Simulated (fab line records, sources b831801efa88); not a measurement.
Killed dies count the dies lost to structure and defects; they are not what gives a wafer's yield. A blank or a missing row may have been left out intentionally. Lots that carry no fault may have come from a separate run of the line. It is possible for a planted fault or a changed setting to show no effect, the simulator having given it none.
The same fault as seen by 2 desks	flow sky130	every desk sees just its own numbers, and what lay behind them comes last

== METROLOGY DESK ==
Lot by lot, what the gauges showed, no matter which tool ran the lot: averages of those sampled wafers that carry a number. If a lot's mean is further than 4 standard deviations from the usual mean, the lot is out of limits and carries the mark OUT (the distance appears in the brackets).
Columns: A = POLY_GATE_CVD_00_THK at SKY_POLY_GATE_THK_MEAS_01, usual 180.3 nm; B = cd nm at SKY_LI_CONTACT_CD_MEAS_12, usual 170.1 nm
lot	first seen here	A	B
L133	day 14 08:53	180.9	170.6
L134	day 14 18:01	180.5	170.8
L136	day 16 02:47	180.3	171.8
L138	day 16 02:49	179.3	169.0
L140	day 17 15:23	134.2 (-35) OUT	170.0
L141	day 17 15:23	136.0 (-34) OUT	170.8
L151	day 21 00:34	179.2	171.1
L152	day 21 02:22	180.1	169.8
L153	day 21 11:22	180.2	169.7
L154	day 21 23:59	180.0	172.2
L155	day 22 04:31	182.3	170.6
This desk finds L140, L141 out of limits, with the earliest case on L140 at day 17 15:23 (POLY_GATE_CVD_00_THK at SKY_POLY_GATE_THK_MEAS_01). Within limits: L133, L134, L136, L138, L151, L152, L153, L154, L155.

== THE TOOL OWNER'S DESK: lpcvd-01 ==
The tool's own readings at SKY_POLY_GATE_CVD_00 (deposits poly-Si, target thk 180 nm, time 720 s): means of the sampled wafers that have a number, for each lot that ran on this tool. If a lot's mean is further than 4 standard deviations from the usual mean, the lot is out of limits and carries the mark OUT (the distance appears in the brackets).
Columns: A = spike tc upper C at SKY_POLY_GATE_CVD_00, usual 620.6 C; B = susceptor temp C at SKY_POLY_GATE_CVD_00, usual 620.00 C
lot	first seen here	A	B
L133	day 14 07:41	621.0	620.07
L134	day 14 16:49	621.5	620.28
L136	day 16 00:59	620.2	619.53
L138	day 16 00:59	620.7	620.13
L140	day 17 14:11	620.5	619.95
L141	day 17 14:11	620.8	620.15
L151	day 20 23:21	619.9	619.98
L152	day 21 00:33	620.6	620.53
L153	day 21 10:10	620.6	619.94
L154	day 21 22:46	620.8	619.96
L155	day 22 03:19	620.5	620.11
This desk's verdict: no lot among the 11 shows anything out of limits.

== PUT TOGETHER ==
Metrology desk: alarm possible at day 17 15:23 on L140, L141.
The desk of the tool owner found nothing out of limits.
The tool owner's desk has L140, L141 on record, within its limits.
Every lot named ran SKY_POLY_GATE_CVD_00 on lpcvd-01.

== WHAT THE SIMULATOR HAD INSERTED ==
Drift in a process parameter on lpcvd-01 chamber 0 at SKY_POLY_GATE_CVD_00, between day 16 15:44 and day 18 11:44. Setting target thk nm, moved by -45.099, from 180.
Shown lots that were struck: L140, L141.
Per desk, hours elapsed from the start of the fault to the first reading out of limits: for the metrology desk, 24.
